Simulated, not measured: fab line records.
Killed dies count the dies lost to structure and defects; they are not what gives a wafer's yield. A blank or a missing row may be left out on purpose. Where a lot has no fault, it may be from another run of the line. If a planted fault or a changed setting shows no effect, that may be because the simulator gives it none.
Which tool was responsible? | flow gf180mcu | 18 wafers from 6 lots sampled at 3 of the route's 602 steps

WHAT THE GAUGES READ, wafer by wafer
GF_V5_RS_MEAS_24: uses a four-point probe to measure.
lot  | measured     | on            | V5_W_RS (ohm/sq)
L983 | day 27 13:31 | film metro-01 | 0.329 0.328 0.326
L986 | day 28 17:06 | film metro-01 | 0.333 0.330 0.327
L988 | day 28 23:11 | film metro-02 | 0.326 0.327 0.328
L992 | day 30 12:03 | film metro-01 | 0.327 0.329 0.326
L997 | day 31 18:00 | film metro-04 | 0.324 0.321 0.321
L103 | day 33 01:26 | film metro-01 | 0.329 0.330 0.331

WHICH TOOL RAN EACH LOT (tool, then ch and the chambers of the sampled wafers, then the start)
lot  | GF_V2_CVD_02                    | GF_V5_SPUTTER_21
L983 | pecvd-03 ch 0,1,2, day 19 14:10 | pvd sputter-02, day 27 13:17
L986 | pecvd-01 ch 2, day 21 00:01     | pvd sputter-04, day 28 16:52
L988 | pecvd-03 ch 0,1, day 21 09:43   | pvd sputter-04, day 28 22:58
L992 | pecvd-03 ch 1,2, day 23 05:34   | pvd sputter-01, day 30 11:49
L997 | pecvd-03 ch 0,1,2, day 24 20:43 | pvd sputter-04, day 31 17:46
L103 | pecvd-01 ch 1,2, day 26 10:59   | pvd sputter-01, day 33 01:13
- GF_V2_CVD_02: deposits SiO2 from TEOS, target thk 850 nm, time 94.851 s.
- GF_V5_SPUTTER_21: material Ti, target thk 15 nm, time 80.02 s.

THE ANSWER, worked out from the rows above alone
Rule: what is usual is taken from the lots themselves. The widest of any qualifying gaps counts: lots, ordered by their means at a reading, are off when they make up no more than a third of the lots, leave a main group of 4 or more, and stand apart from it by 3 or more times the standard deviation of that group's means. If all means in a main group match to the digits the tables above print for the reading, that group is not used. Also off: a lot with no number at a reading for which 4 or more lots have one. Where the step has rows for the other lots, those lots are counted as sound.
Off: L997, seen at GF_V5_RS_MEAS_24 (V5_W_RS). The main group has a mean of 0.328 ohm/sq with a standard deviation of 0.0013.
If a tool, at a process step before that reading, ran all the lots that are off and no sound lot after the first of them, it fits. Gauges at GF_V5_RS_MEAS_24: tried the same way as those tools. Can't be told from this: 3 tools fit, pecvd-03 at GF_V2_CVD_02, pvd sputter-04 at GF_V5_SPUTTER_21, film metro-04 at GF_V5_RS_MEAS_24.

WHAT THE SIMULATOR HAD INSERTED
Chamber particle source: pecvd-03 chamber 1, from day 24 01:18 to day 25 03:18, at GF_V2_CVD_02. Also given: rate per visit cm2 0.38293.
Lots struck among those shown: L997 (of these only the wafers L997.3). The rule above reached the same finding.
